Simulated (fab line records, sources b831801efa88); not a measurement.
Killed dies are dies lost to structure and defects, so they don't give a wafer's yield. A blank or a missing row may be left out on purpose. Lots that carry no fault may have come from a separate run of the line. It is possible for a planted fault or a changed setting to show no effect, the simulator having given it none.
fab line records / flow sfqLine
[record] lots = 7 wafers = 21 lastDay = 75
route steps=325 shown M6@261 I6@266
lots that met no fault: taken from a fault-free run of the same line
startH: hours from the record's first day to the start of the lot's first wafer shown / waitH: time in hours since the lot's previous step / " identical to the entry in the row above / L1.1+2: a single row standing in for several wafers / - no value present, or no start provided / * or withheld: withheld / < > ~ a bound
route shown NAME@n: names a module that has steps shown in the file, with the first one's number in the route / usual: the fault-free wafers' mean and standard deviation / same: alike in all rows / chamber/n: place in a boat / sites: per-site readings / _std_site: the standard deviation of these / _edge_site: the outer-site mean with the inner-site mean subtracted / radiusMm: how far each site lies from the wafer's centre / mask NAME#n: copy n / behind: the last tool/chamber to shape the wafer / hold: cause of the lot's hold/its duration in hours/its outcome / device: the transistor (n, p or np) that didn't switch / end of line: tests of these same wafers at the route's end / a step given without rows: its recipe and nothing more / killed: not the wafer's yield, but the dies lost to structure and defects at the first sort / map: shows each die of a wafer: x if killed, . if not, _ if none is there
set.NAME: the setting that was run; set.NAME@STEP: the one run at that earlier step / model.NAME: the simulator's own value behind a step, which no gauge read
lots at selected steps of the route; one table per step, one row per wafer
services: from which hour (startH, from the record's first day; less than 0 if before it) a tool's chamber was out of use, for how many hours, and why
[[steps]]
[step SFQ_M6_OVL_MEAS_940]
[usual] M6_OVL = -5/5.7
lot.wafer=L561.1 tool=overlay-02 chamber=- startH=1331.06 waitH=0.1 M6_OVL[nm]=1
lot.wafer=L561.2 tool=overlay-02 chamber=- startH=1331.06 waitH=0.1 M6_OVL[nm]=0
lot.wafer=L561.6 tool=overlay-02 chamber=- startH=1331.06 waitH=0.1 M6_OVL[nm]=0
lot.wafer=L562.4 tool=overlay-02 chamber=- startH=1333.47 waitH=0.1 M6_OVL[nm]=3
lot.wafer=L562.5 tool=overlay-02 chamber=- startH=1333.47 waitH=0.1 M6_OVL[nm]=2
lot.wafer=L562.6 tool=overlay-02 chamber=- startH=1333.47 waitH=0.1 M6_OVL[nm]=-2
lot.wafer=L563.2 tool=overlay-02 chamber=- startH=1338.59 waitH=0.1 M6_OVL[nm]=-2
lot.wafer=L563.4 tool=overlay-02 chamber=- startH=1338.59 waitH=0.1 M6_OVL[nm]=1
lot.wafer=L563.5 tool=overlay-02 chamber=- startH=1338.59 waitH=0.1 M6_OVL[nm]=-4
lot.wafer=L564.2 tool=overlay-01 chamber=- startH=1427.61 waitH=0.1 M6_OVL[nm]=-8
lot.wafer=L564.3 tool=overlay-01 chamber=- startH=1427.61 waitH=0.1 M6_OVL[nm]=-7
lot.wafer=L564.4 tool=overlay-01 chamber=- startH=1427.61 waitH=0.1 M6_OVL[nm]=-1
lot.wafer=L571.2 tool=overlay-01 chamber=- startH=1444.51 waitH=0.1 M6_OVL[nm]=-1
lot.wafer=L571.4 tool=overlay-01 chamber=- startH=1444.51 waitH=0.1 M6_OVL[nm]=-12
lot.wafer=L571.6 tool=overlay-01 chamber=- startH=1444.51 waitH=0.1 M6_OVL[nm]=0
lot.wafer=L575.2 tool=overlay-02 chamber=- startH=1504.13 waitH=0.1 M6_OVL[nm]=1
lot.wafer=L575.4 tool=overlay-02 chamber=- startH=1504.13 waitH=0.1 M6_OVL[nm]=-2
lot.wafer=L575.5 tool=overlay-02 chamber=- startH=1504.13 waitH=0.1 M6_OVL[nm]=-2
lot.wafer=L577.4 tool=overlay-01 chamber=- startH=1545.06 waitH=0.1 M6_OVL[nm]=5
lot.wafer=L577.5 tool=overlay-01 chamber=- startH=1545.06 waitH=0.1 M6_OVL[nm]=6
lot.wafer=L577.6 tool=overlay-01 chamber=- startH=1545.06 waitH=0.1 M6_OVL[nm]=4
[step SFQ_TRILAYER_M6_BARC_OPEN_METAL_ETCH_206]
[recipe] maskMaterial = PR chemistry = O2 targetDepthNm = 125 target = BARC icpW = 600 biasW = 80 pressureMtorr = 10 timeS = 41.7
[usual] drypumpMotorCurrentA = 5.85/0.19 oesProductAu = 0.685/0.0048
lot.wafer=L561.1 tool=rieMetal-01 chamber=0 startH=1331.09 waitH=0.0 drypumpMotorCurrentA=5.76 oesProductAu=0.684 rfHoursCounterH=74
lot.wafer=L561.2 tool=rieMetal-01 chamber=1 startH=1331.09 waitH=0.0 drypumpMotorCurrentA=5.84 oesProductAu=0.680 rfHoursCounterH=32
lot.wafer=L561.6 tool=rieMetal-01 chamber=0 startH=1331.09 waitH=0.0 drypumpMotorCurrentA=5.74 oesProductAu=0.691 rfHoursCounterH=-
lot.wafer=L562.4 tool=rieMetal-02 chamber=1 startH=1333.51 waitH=0.0 drypumpMotorCurrentA=6.24 oesProductAu=0.680 rfHoursCounterH=-
lot.wafer=L562.5 tool=rieMetal-02 chamber=1 startH=1333.51 waitH=0.0 drypumpMotorCurrentA=6.22 oesProductAu=0.687 rfHoursCounterH=-
lot.wafer=L562.6 tool=rieMetal-02 chamber=0 startH=1333.51 waitH=0.0 drypumpMotorCurrentA=5.63 oesProductAu=0.679 rfHoursCounterH=-
lot.wafer=L563.2 tool=rieMetal-03 chamber=1 startH=1338.62 waitH=0.0 drypumpMotorCurrentA=5.95 oesProductAu=0.690 rfHoursCounterH=133
lot.wafer=L563.4 tool=rieMetal-03 chamber=0 startH=1338.62 waitH=0.0 drypumpMotorCurrentA=5.91 oesProductAu=0.681 rfHoursCounterH=-
lot.wafer=L563.5 tool=rieMetal-03 chamber=1 startH=1338.62 waitH=0.0 drypumpMotorCurrentA=5.94 oesProductAu=0.690 rfHoursCounterH=-
lot.wafer=L564.2 tool=rieMetal-01 chamber=0 startH=1427.64 waitH=0.0 drypumpMotorCurrentA=5.76 oesProductAu=0.674 rfHoursCounterH=85
lot.wafer=L564.3 tool=rieMetal-01 chamber=1 startH=1427.64 waitH=0.0 drypumpMotorCurrentA=5.87 oesProductAu=0.685 rfHoursCounterH=-
lot.wafer=L564.4 tool=rieMetal-01 chamber=0 startH=1427.64 waitH=0.0 drypumpMotorCurrentA=5.76 oesProductAu=0.680 rfHoursCounterH=-
lot.wafer=L571.2 tool=rieMetal-03 chamber=0 startH=1444.54 waitH=0.0 drypumpMotorCurrentA=5.85 oesProductAu=0.677 rfHoursCounterH=105
lot.wafer=L571.4 tool=rieMetal-03 chamber=0 startH=1444.54 waitH=0.0 drypumpMotorCurrentA=5.87 oesProductAu=0.689 rfHoursCounterH=-
lot.wafer=L571.6 tool=rieMetal-03 chamber=0 startH=1444.54 waitH=0.0 drypumpMotorCurrentA=5.87 oesProductAu=0.679 rfHoursCounterH=-
lot.wafer=L575.2 tool=rieMetal-03 chamber=0 startH=1504.18 waitH=0.0 drypumpMotorCurrentA=5.82 oesProductAu=0.681 rfHoursCounterH=-
lot.wafer=L575.4 tool=rieMetal-03 chamber=0 startH=1504.18 waitH=0.0 drypumpMotorCurrentA=5.83 oesProductAu=0.694 rfHoursCounterH=-
lot.wafer=L575.5 tool=rieMetal-03 chamber=0 startH=1504.18 waitH=0.0 drypumpMotorCurrentA=5.85 oesProductAu=0.688 rfHoursCounterH=-
lot.wafer=L577.4 tool=rieMetal-02 chamber=1 startH=1545.10 waitH=0.0 drypumpMotorCurrentA=6.27 oesProductAu=0.684 rfHoursCounterH=-
lot.wafer=L577.5 tool=rieMetal-02 chamber=1 startH=1545.10 waitH=0.0 drypumpMotorCurrentA=6.22 oesProductAu=0.687 rfHoursCounterH=-
lot.wafer=L577.6 tool=rieMetal-02 chamber=0 startH=1545.10 waitH=0.0 drypumpMotorCurrentA=5.64 oesProductAu=0.688 rfHoursCounterH=-
[step SFQ_TRILAYER_M6_ETCH_METAL_ETCH_162]
[recipe] target = Nb stopOn = SiO2 maskMaterial = PR chemistry = Cl2/Ar targetDepthNm = 240 icpW = 600 biasW = 80 pressureMtorr = 10 timeS = 120
[usual] drypumpMotorCurrentA = 5.85/0.19 oesProductAu = 0.892/0.0075
lot.wafer=L561.1 tool=rieMetal-01 chamber=0 startH=1331.15 waitH=0.0 drypumpMotorCurrentA=5.78 oesProductAu=0.888 rfHoursCounterH=74
lot.wafer=L561.2 tool=rieMetal-01 chamber=1 startH=1331.15 waitH=0.0 drypumpMotorCurrentA=5.85 oesProductAu=0.884 rfHoursCounterH=32
lot.wafer=L561.6 tool=rieMetal-01 chamber=0 startH=1331.15 waitH=0.0 drypumpMotorCurrentA=5.76 oesProductAu=0.891 rfHoursCounterH=-
lot.wafer=L562.4 tool=rieMetal-02 chamber=1 startH=1333.59 waitH=0.1 drypumpMotorCurrentA=6.27 oesProductAu=0.900 rfHoursCounterH=-
lot.wafer=L562.5 tool=rieMetal-02 chamber=1 startH=1333.59 waitH=0.1 drypumpMotorCurrentA=6.27 oesProductAu=0.905 rfHoursCounterH=-
lot.wafer=L562.6 tool=rieMetal-02 chamber=0 startH=1333.59 waitH=0.1 drypumpMotorCurrentA=5.61 oesProductAu=0.901 rfHoursCounterH=-
lot.wafer=L563.2 tool=rieMetal-03 chamber=1 startH=1338.68 waitH=0.0 drypumpMotorCurrentA=5.98 oesProductAu=0.898 rfHoursCounterH=133
lot.wafer=L563.4 tool=rieMetal-03 chamber=0 startH=1338.68 waitH=0.0 drypumpMotorCurrentA=5.87 oesProductAu=0.897 rfHoursCounterH=-
lot.wafer=L563.5 tool=rieMetal-03 chamber=1 startH=1338.68 waitH=0.0 drypumpMotorCurrentA=5.94 oesProductAu=0.877 rfHoursCounterH=-
lot.wafer=L564.2 tool=rieMetal-01 chamber=0 startH=1427.70 waitH=0.0 drypumpMotorCurrentA=5.73 oesProductAu=0.892 rfHoursCounterH=85
lot.wafer=L564.3 tool=rieMetal-01 chamber=1 startH=1427.70 waitH=0.0 drypumpMotorCurrentA=5.84 oesProductAu=0.878 rfHoursCounterH=-
lot.wafer=L564.4 tool=rieMetal-01 chamber=0 startH=1427.70 waitH=0.0 drypumpMotorCurrentA=5.75 oesProductAu=0.880 rfHoursCounterH=-
lot.wafer=L571.2 tool=rieMetal-03 chamber=0 startH=1444.60 waitH=0.0 drypumpMotorCurrentA=5.80 oesProductAu=0.883 rfHoursCounterH=105
lot.wafer=L571.4 tool=rieMetal-03 chamber=0 startH=1444.60 waitH=0.0 drypumpMotorCurrentA=5.81 oesProductAu=0.883 rfHoursCounterH=-
lot.wafer=L571.6 tool=rieMetal-03 chamber=0 startH=1444.60 waitH=0.0 drypumpMotorCurrentA=5.83 oesProductAu=0.890 rfHoursCounterH=-
lot.wafer=L575.2 tool=rieMetal-03 chamber=0 startH=1504.32 waitH=0.1 drypumpMotorCurrentA=5.89 oesProductAu=0.905 rfHoursCounterH=-
lot.wafer=L575.4 tool=rieMetal-03 chamber=0 startH=1504.32 waitH=0.1 drypumpMotorCurrentA=5.80 oesProductAu=0.900 rfHoursCounterH=-
lot.wafer=L575.5 tool=rieMetal-03 chamber=0 startH=1504.32 waitH=0.1 drypumpMotorCurrentA=5.86 oesProductAu=0.904 rfHoursCounterH=-
lot.wafer=L577.4 tool=rieMetal-02 chamber=1 startH=1545.18 waitH=0.1 drypumpMotorCurrentA=6.24 oesProductAu=0.878 rfHoursCounterH=-
lot.wafer=L577.5 tool=rieMetal-02 chamber=1 startH=1545.18 waitH=0.1 drypumpMotorCurrentA=6.30 oesProductAu=0.887 rfHoursCounterH=-
lot.wafer=L577.6 tool=rieMetal-02 chamber=0 startH=1545.18 waitH=0.1 drypumpMotorCurrentA=5.62 oesProductAu=0.891 rfHoursCounterH=-
[step SFQ_TRILAYER_M6_STRIP_STRIP_163]
[recipe] gas = O2 powerW = 200 platenTempC = 40 overashFraction = 0.65 chemistry = O2 pressureMtorr = 50
[usual] drypumpMotorCurrentA = 5.85/0.19 oesProductAu = 0.995/0.0084
[same] overashFraction = 0.65
lot.wafer=L561.1 tool=rieMetal-01 chamber=0 startH=1331.28 waitH=0.1 drypumpMotorCurrentA=5.76 oesProductAu=0.983 rfHoursCounterH=75
lot.wafer=L561.2 tool=rieMetal-01 chamber=1 startH=1331.28 waitH=0.1 drypumpMotorCurrentA=5.85 oesProductAu=0.989 rfHoursCounterH=32
lot.wafer=L561.6 tool=rieMetal-01 chamber=0 startH=1331.28 waitH=0.1 drypumpMotorCurrentA=5.76 oesProductAu=0.980 rfHoursCounterH=-
lot.wafer=L562.4 tool=rieMetal-02 chamber=1 startH=1333.88 waitH=0.2 drypumpMotorCurrentA=6.23 oesProductAu=0.992 rfHoursCounterH=-
lot.wafer=L562.5 tool=rieMetal-02 chamber=1 startH=1333.88 waitH=0.2 drypumpMotorCurrentA=6.26 oesProductAu=0.994 rfHoursCounterH=-
lot.wafer=L562.6 tool=rieMetal-02 chamber=0 startH=1333.88 waitH=0.2 drypumpMotorCurrentA=5.62 oesProductAu=1.003 rfHoursCounterH=-
lot.wafer=L563.2 tool=rieMetal-03 chamber=1 startH=1338.80 waitH=0.1 drypumpMotorCurrentA=5.95 oesProductAu=0.992 rfHoursCounterH=133
lot.wafer=L563.4 tool=rieMetal-03 chamber=0 startH=1338.80 waitH=0.1 drypumpMotorCurrentA=5.83 oesProductAu=0.998 rfHoursCounterH=-
lot.wafer=L563.5 tool=rieMetal-03 chamber=1 startH=1338.80 waitH=0.1 drypumpMotorCurrentA=5.93 oesProductAu=1.004 rfHoursCounterH=-
lot.wafer=L564.2 tool=rieMetal-01 chamber=0 startH=1427.83 waitH=0.1 drypumpMotorCurrentA=5.76 oesProductAu=0.990 rfHoursCounterH=85
lot.wafer=L564.3 tool=rieMetal-01 chamber=1 startH=1427.83 waitH=0.1 drypumpMotorCurrentA=5.88 oesProductAu=1.005 rfHoursCounterH=-
lot.wafer=L564.4 tool=rieMetal-01 chamber=0 startH=1427.83 waitH=0.1 drypumpMotorCurrentA=5.76 oesProductAu=0.994 rfHoursCounterH=-
lot.wafer=L571.2 tool=rieMetal-03 chamber=0 startH=1444.73 waitH=0.1 drypumpMotorCurrentA=5.90 oesProductAu=1.000 rfHoursCounterH=105
lot.wafer=L571.4 tool=rieMetal-03 chamber=0 startH=1444.73 waitH=0.1 drypumpMotorCurrentA=5.87 oesProductAu=1.003 rfHoursCounterH=-
lot.wafer=L571.6 tool=rieMetal-03 chamber=0 startH=1444.73 waitH=0.1 drypumpMotorCurrentA=5.93 oesProductAu=0.995 rfHoursCounterH=-
lot.wafer=L575.2 tool=rieMetal-03 chamber=0 startH=1504.73 waitH=0.4 drypumpMotorCurrentA=5.83 oesProductAu=1.009 rfHoursCounterH=-
lot.wafer=L575.4 tool=rieMetal-03 chamber=0 startH=1504.73 waitH=0.4 drypumpMotorCurrentA=5.85 oesProductAu=1.002 rfHoursCounterH=-
lot.wafer=L575.5 tool=rieMetal-03 chamber=0 startH=1504.73 waitH=0.4 drypumpMotorCurrentA=5.85 oesProductAu=1.013 rfHoursCounterH=-
lot.wafer=L577.4 tool=rieMetal-02 chamber=1 startH=1545.47 waitH=0.2 drypumpMotorCurrentA=6.22 oesProductAu=0.982 rfHoursCounterH=-
lot.wafer=L577.5 tool=rieMetal-02 chamber=1 startH=1545.47 waitH=0.2 drypumpMotorCurrentA=6.22 oesProductAu=0.989 rfHoursCounterH=-
lot.wafer=L577.6 tool=rieMetal-02 chamber=0 startH=1545.47 waitH=0.2 drypumpMotorCurrentA=5.63 oesProductAu=0.992 rfHoursCounterH=-
[step SFQ_TRILAYER_M6_STRIP_SOLV_CLEAN_164]
[recipe] chemistry = NMP tempC = 70 timeS = 600
[step SFQ_TRILAYER_I6_DEP_PECVD_165]
[recipe] material = SiO2 tempC = 150 timeS = 111.11 pressureTorr = 2.4 rfW = 183.3 precursor = SiH4/N2O targetThkNm = 500
[usual] heaterPowerW = 93/18 throttleValvePct = 25.3/1.4
lot.wafer=L561.1 tool=pecvd-03 chamber=0 startH=1332.05 waitH=0.0 heaterPowerW=98 throttleValvePct=23.6
lot.wafer=L561.2 tool=pecvd-03 chamber=1 startH=1332.05 waitH=0.0 heaterPowerW=75 throttleValvePct=26.6
lot.wafer=L561.6 tool=pecvd-03 chamber=2 startH=1332.05 waitH=0.0 heaterPowerW=90 throttleValvePct=25.0
lot.wafer=L562.4 tool=pecvd-02 chamber=1 startH=1334.49 waitH=0.0 heaterPowerW=82 throttleValvePct=25.6
lot.wafer=L562.5 tool=pecvd-02 chamber=2 startH=1334.49 waitH=0.0 heaterPowerW=120 throttleValvePct=24.8
lot.wafer=L562.6 tool=pecvd-02 chamber=0 startH=1334.49 waitH=0.0 heaterPowerW=100 throttleValvePct=26.9
lot.wafer=L563.2 tool=pecvd-03 chamber=0 startH=1339.58 waitH=0.0 heaterPowerW=98 throttleValvePct=23.7
lot.wafer=L563.4 tool=pecvd-03 chamber=2 startH=1339.58 waitH=0.0 heaterPowerW=100 throttleValvePct=24.9
lot.wafer=L563.5 tool=pecvd-03 chamber=1 startH=1339.58 waitH=0.0 heaterPowerW=75 throttleValvePct=26.5
lot.wafer=L564.2 tool=pecvd-02 chamber=2 startH=1428.60 waitH=0.0 heaterPowerW=126 throttleValvePct=25.0
lot.wafer=L564.3 tool=pecvd-02 chamber=1 startH=1428.60 waitH=0.0 heaterPowerW=83 throttleValvePct=25.6
lot.wafer=L564.4 tool=pecvd-02 chamber=1 startH=1428.60 waitH=0.0 heaterPowerW=85 throttleValvePct=25.6
lot.wafer=L571.2 tool=pecvd-04 chamber=2 startH=1445.50 waitH=0.0 heaterPowerW=70 throttleValvePct=22.4
lot.wafer=L571.4 tool=pecvd-04 chamber=2 startH=1445.50 waitH=0.0 heaterPowerW=70 throttleValvePct=22.2
lot.wafer=L571.6 tool=pecvd-04 chamber=1 startH=1445.50 waitH=0.0 heaterPowerW=88 throttleValvePct=23.9
lot.wafer=L575.2 tool=pecvd-02 chamber=0 startH=1505.91 waitH=0.0 heaterPowerW=103 throttleValvePct=27.9
lot.wafer=L575.4 tool=pecvd-02 chamber=2 startH=1505.91 waitH=0.0 heaterPowerW=131 throttleValvePct=24.9
lot.wafer=L575.5 tool=pecvd-02 chamber=1 startH=1505.91 waitH=0.0 heaterPowerW=69 throttleValvePct=26.1
lot.wafer=L577.4 tool=pecvd-04 chamber=2 startH=1546.08 waitH=0.0 heaterPowerW=62 throttleValvePct=22.3
lot.wafer=L577.5 tool=pecvd-04 chamber=0 startH=1546.08 waitH=0.0 heaterPowerW=82 throttleValvePct=23.7
lot.wafer=L577.6 tool=pecvd-04 chamber=1 startH=1546.08 waitH=0.0 heaterPowerW=88 throttleValvePct=24.0
[step SFQ_TRILAYER_I6_CMP_CMP_166]
[recipe] material = SiO2 downForcePsi = 3 platenRpm = 60 padVelocityMS = 0.94248
[step SFQ_I6_BOW_MEAS_941]
[recipe] mode = bow
[usual] I6_BOW = 9/9.8
lot.wafer=L561.1 tool=filmMetro-02 chamber=- startH=1335.13 waitH=1.0 I6_BOW[um]=5
lot.wafer=L561.2 tool=filmMetro-02 chamber=- startH=1335.13 waitH=1.0 I6_BOW[um]=7
lot.wafer=L561.6 tool=filmMetro-02 chamber=- startH=1335.13 waitH=1.0 I6_BOW[um]=0
lot.wafer=L562.4 tool=filmMetro-02 chamber=- startH=1337.59 waitH=2.1 I6_BOW[um]=7
lot.wafer=L562.5 tool=filmMetro-02 chamber=- startH=1337.59 waitH=2.1 I6_BOW[um]=16
lot.wafer=L562.6 tool=filmMetro-02 chamber=- startH=1337.59 waitH=2.1 I6_BOW[um]=20
lot.wafer=L563.2 tool=filmMetro-04 chamber=- startH=1342.67 waitH=1.5 I6_BOW[um]=1
lot.wafer=L563.4 tool=filmMetro-04 chamber=- startH=1342.67 waitH=1.5 I6_BOW[um]=5
lot.wafer=L563.5 tool=filmMetro-04 chamber=- startH=1342.67 waitH=1.5 I6_BOW[um]=-4
lot.wafer=L564.2 tool=filmMetro-04 chamber=- startH=1431.70 waitH=2.5 I6_BOW[um]=14
lot.wafer=L564.3 tool=filmMetro-04 chamber=- startH=1431.70 waitH=2.5 I6_BOW[um]=12
lot.wafer=L564.4 tool=filmMetro-04 chamber=- startH=1431.70 waitH=2.5 I6_BOW[um]=7
lot.wafer=L571.2 tool=filmMetro-04 chamber=- startH=1456.11 waitH=1.0 I6_BOW[um]=19
lot.wafer=L571.4 tool=filmMetro-04 chamber=- startH=1456.11 waitH=1.0 I6_BOW[um]=16
lot.wafer=L571.6 tool=filmMetro-04 chamber=- startH=1456.11 waitH=1.0 I6_BOW[um]=15
lot.wafer=L575.2 tool=filmMetro-04 chamber=- startH=1510.33 waitH=1.0 I6_BOW[um]=4
lot.wafer=L575.4 tool=filmMetro-04 chamber=- startH=1510.33 waitH=1.0 I6_BOW[um]=14
lot.wafer=L575.5 tool=filmMetro-04 chamber=- startH=1510.33 waitH=1.0 I6_BOW[um]=4
lot.wafer=L577.4 tool=filmMetro-02 chamber=- startH=1549.96 waitH=1.6 I6_BOW[um]=-7
lot.wafer=L577.5 tool=filmMetro-02 chamber=- startH=1549.96 waitH=1.6 I6_BOW[um]=8
lot.wafer=L577.6 tool=filmMetro-02 chamber=- startH=1549.96 waitH=1.6 I6_BOW[um]=-1
[step SFQ_TRILAYER_I6_METRO_MEASURE_167]
[usual] thkNm = 200.7/1.1
lot.wafer=L561.1 tool=filmMetro-02 chamber=- startH=1335.25 waitH=0.1 thkNm=201.3
lot.wafer=L561.2 tool=filmMetro-02 chamber=- startH=1335.25 waitH=0.1 thkNm=201.9
lot.wafer=L561.6 tool=filmMetro-02 chamber=- startH=1335.25 waitH=0.1 thkNm=199.6
lot.wafer=L562.4 tool=filmMetro-02 chamber=- startH=1338.25 waitH=0.6 thkNm=202.3
lot.wafer=L562.5 tool=filmMetro-02 chamber=- startH=1338.25 waitH=0.6 thkNm=202.3
lot.wafer=L562.6 tool=filmMetro-02 chamber=- startH=1338.25 waitH=0.6 thkNm=202.7
lot.wafer=L563.2 tool=filmMetro-04 chamber=- startH=1342.97 waitH=0.3 thkNm=199.8
lot.wafer=L563.4 tool=filmMetro-04 chamber=- startH=1342.97 waitH=0.3 thkNm=200.1
lot.wafer=L563.5 tool=filmMetro-04 chamber=- startH=1342.97 waitH=0.3 thkNm=200.3
lot.wafer=L564.2 tool=filmMetro-04 chamber=- startH=1432.00 waitH=0.3 thkNm=199.7
lot.wafer=L564.3 tool=filmMetro-04 chamber=- startH=1432.00 waitH=0.3 thkNm=198.7
lot.wafer=L564.4 tool=filmMetro-04 chamber=- startH=1432.00 waitH=0.3 thkNm=200.0
lot.wafer=L571.2 tool=filmMetro-04 chamber=- startH=1456.41 waitH=0.3 thkNm=199.9
lot.wafer=L571.4 tool=filmMetro-04 chamber=- startH=1456.41 waitH=0.3 thkNm=198.9
lot.wafer=L571.6 tool=filmMetro-04 chamber=- startH=1456.41 waitH=0.3 thkNm=200.2
lot.wafer=L575.2 tool=filmMetro-04 chamber=- startH=1510.63 waitH=0.3 thkNm=200.5
lot.wafer=L575.4 tool=filmMetro-04 chamber=- startH=1510.63 waitH=0.3 thkNm=200.9
lot.wafer=L575.5 tool=filmMetro-04 chamber=- startH=1510.63 waitH=0.3 thkNm=201.2
lot.wafer=L577.4 tool=filmMetro-02 chamber=- startH=1550.62 waitH=0.6 thkNm=202.4
lot.wafer=L577.5 tool=filmMetro-02 chamber=- startH=1550.62 waitH=0.6 thkNm=201.0
lot.wafer=L577.6 tool=filmMetro-02 chamber=- startH=1550.62 waitH=0.6 thkNm=202.1
[step SFQ_TRILAYER_I6_VIA_LITHO_COAT_174]
[recipe] resist = BARC spinRpm = 3000 resistThkNm = 62
[step SFQ_TRILAYER_I6_VIA_LITHO_COAT_169]
[recipe] resist = KrF spinRpm = 3000 resistThkNm = 650
[step SFQ_TRILAYER_I6_VIA_LITHO_SOFTBAKE_173]
[recipe] tempC = withheld timeS = withheld resist = KrF
[step SFQ_TRILAYER_I6_VIA_LITHO_EXPOSE_170]
[recipe] maskId = I6 na = 0.6 sourceShape = conventional sigmaOuter = 0.65 targetCdNm = 700 doseMj = 21.3
[usual] exposureDoseMJCm2 = 21.298/0.02 focusOffsetNm = 0.0/0.48 sigmaOuter = 0.65/0
lot.wafer=L561.1 tool=krfScanner-01 chamber=0 startH=1456.33 waitH=- mask=I6#0 exposureDoseMJCm2=21.317 focusOffsetNm=0.7 sigmaOuter=0.65
lot.wafer=L561.2 tool=krfScanner-01 chamber=0 startH=1456.33 waitH=- mask=I6#0 exposureDoseMJCm2=21.312 focusOffsetNm=0.2 sigmaOuter=0.65
lot.wafer=L561.6 tool=krfScanner-01 chamber=0 startH=1456.33 waitH=- mask=I6#0 exposureDoseMJCm2=21.303 focusOffsetNm=-0.6 sigmaOuter=0.65
lot.wafer=L562.4 tool=krfScanner-01 chamber=- startH=1459.33 waitH=- mask=I6#0 exposureDoseMJCm2=- focusOffsetNm=- sigmaOuter=-
lot.wafer=L562.5 tool=krfScanner-01 chamber=- startH=1459.33 waitH=- mask=I6#0 exposureDoseMJCm2=- focusOffsetNm=- sigmaOuter=-
lot.wafer=L562.6 tool=krfScanner-01 chamber=- startH=1459.33 waitH=- mask=I6#0 exposureDoseMJCm2=- focusOffsetNm=- sigmaOuter=-
lot.wafer=L563.2 tool=krfScanner-01 chamber=- startH=1463.73 waitH=- mask=I6#0 exposureDoseMJCm2=- focusOffsetNm=- sigmaOuter=-
lot.wafer=L563.4 tool=krfScanner-01 chamber=- startH=1463.73 waitH=- mask=I6#0 exposureDoseMJCm2=- focusOffsetNm=- sigmaOuter=-
lot.wafer=L563.5 tool=krfScanner-01 chamber=- startH=1463.73 waitH=- mask=I6#0 exposureDoseMJCm2=- focusOffsetNm=- sigmaOuter=-
lot.wafer=L564.2 tool=krfScanner-02 chamber=- startH=1465.75 waitH=- mask=I6#0 exposureDoseMJCm2=- focusOffsetNm=- sigmaOuter=-
lot.wafer=L564.3 tool=krfScanner-02 chamber=- startH=1465.75 waitH=- mask=I6#0 exposureDoseMJCm2=- focusOffsetNm=- sigmaOuter=-
lot.wafer=L564.4 tool=krfScanner-02 chamber=- startH=1465.75 waitH=- mask=I6#0 exposureDoseMJCm2=- focusOffsetNm=- sigmaOuter=-
lot.wafer=L571.2 tool=krfScanner-02 chamber=0 startH=1474.15 waitH=- mask=I6#0 exposureDoseMJCm2=21.311 focusOffsetNm=0.6 sigmaOuter=0.65
lot.wafer=L571.4 tool=krfScanner-02 chamber=0 startH=1474.15 waitH=- mask=I6#0 exposureDoseMJCm2=21.332 focusOffsetNm=-0.3 sigmaOuter=0.65
lot.wafer=L571.6 tool=krfScanner-02 chamber=0 startH=1474.15 waitH=- mask=I6#0 exposureDoseMJCm2=21.288 focusOffsetNm=0.2 sigmaOuter=0.65
lot.wafer=L575.2 tool=krfScanner-01 chamber=0 startH=1619.57 waitH=- mask=I6#0 exposureDoseMJCm2=21.299 focusOffsetNm=-0.3 sigmaOuter=0.65
lot.wafer=L575.4 tool=krfScanner-01 chamber=0 startH=1619.57 waitH=- mask=I6#0 exposureDoseMJCm2=21.302 focusOffsetNm=0.3 sigmaOuter=0.65
lot.wafer=L575.5 tool=krfScanner-01 chamber=0 startH=1619.57 waitH=- mask=I6#0 exposureDoseMJCm2=21.334 focusOffsetNm=0.6 sigmaOuter=0.65
lot.wafer=L577.4 tool=krfScanner-02 chamber=0 startH=1656.62 waitH=- mask=I6#0 exposureDoseMJCm2=21.313 focusOffsetNm=0.0 sigmaOuter=0.65
lot.wafer=L577.5 tool=krfScanner-02 chamber=0 startH=1656.62 waitH=- mask=I6#0 exposureDoseMJCm2=21.300 focusOffsetNm=0.3 sigmaOuter=0.65
lot.wafer=L577.6 tool=krfScanner-02 chamber=0 startH=1656.62 waitH=- mask=I6#0 exposureDoseMJCm2=21.288 focusOffsetNm=0.4 sigmaOuter=0.65
[step SFQ_TRILAYER_I6_VIA_LITHO_PEB_172]
[recipe] pebTempC = 115 pebTimeS = 60 resist = KrF
[[services]]
tool=krfScanner-01 chamber=- startH=1312.31 hours=1.3 kind=pm
tool=filmMetro-02 chamber=- startH=1318.98 hours=0.8 kind=pm
tool=krfScanner-02 chamber=- startH=1337.83 hours=72.0 kind=pm
tool=filmMetro-02 chamber=- startH=1373.83 hours=5.2 kind=pm
tool=krfScanner-01 chamber=- startH=1388.68 hours=1.0 kind=pm
tool=krfScanner-01 chamber=- startH=1404.08 hours=0.8 kind=pm
tool=krfScanner-02 chamber=- startH=1409.83 hours=1.0 kind=pm
tool=filmMetro-04 chamber=- startH=1420.57 hours=0.7 kind=pm
tool=rieMetal-02 chamber=1 startH=1434.59 hours=2.9 kind=repair
tool=filmMetro-02 chamber=- startH=1434.98 hours=0.1 kind=pm
tool=krfScanner-01 chamber=- startH=1443.23 hours=3.6 kind=pm
tool=filmMetro-04 chamber=- startH=1444.14 hours=2.2 kind=pm
tool=filmMetro-04 chamber=- startH=1486.81 hours=0.4 kind=pm
tool=krfScanner-01 chamber=- startH=1488.73 hours=1.3 kind=pm
tool=krfScanner-01 chamber=- startH=1513.78 hours=3.1 kind=repair
tool=krfScanner-01 chamber=- startH=1527.73 hours=1.0 kind=pm
tool=rieMetal-01 chamber=1 startH=1531.44 hours=5.1 kind=repair
tool=filmMetro-04 chamber=- startH=1535.80 hours=0.5 kind=pm
tool=krfScanner-01 chamber=- startH=1544.74 hours=0.8 kind=pm
tool=rieMetal-03 chamber=- startH=1583.34 hours=2.8 kind=pm
tool=rieMetal-03 chamber=0 startH=1587.92 hours=15.9 kind=repair
tool=rieMetal-02 chamber=1 startH=1604.73 hours=2.6 kind=repair
tool=krfScanner-01 chamber=- startH=1620.57 hours=4.4 kind=pm
tool=rieMetal-02 chamber=0 startH=1622.97 hours=2.0 kind=repair
[[key]]
[firstSign] step = SFQ_TRILAYER_I6_VIA_LITHO_EXPOSE_170 reading = toolRecord direction = missing
effect none on later readings
metAt SFQ_TRILAYER_I6_VIA_LITHO_EXPOSE_170
struckWafers L562.4,L562.5,L562.6,L563.2,L563.4,L563.5,L564.2,L564.3,L564.4
onsetBetween 1456.33 1459.33
[fault] kind = skippedStepWhole tool = krfScanner-01,krfScanner-02 chamber = - onsetH = 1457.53 steps = SFQ_TRILAYER_I6_VIA_LITHO_EXPOSE_170 scope = struckLotsOnly
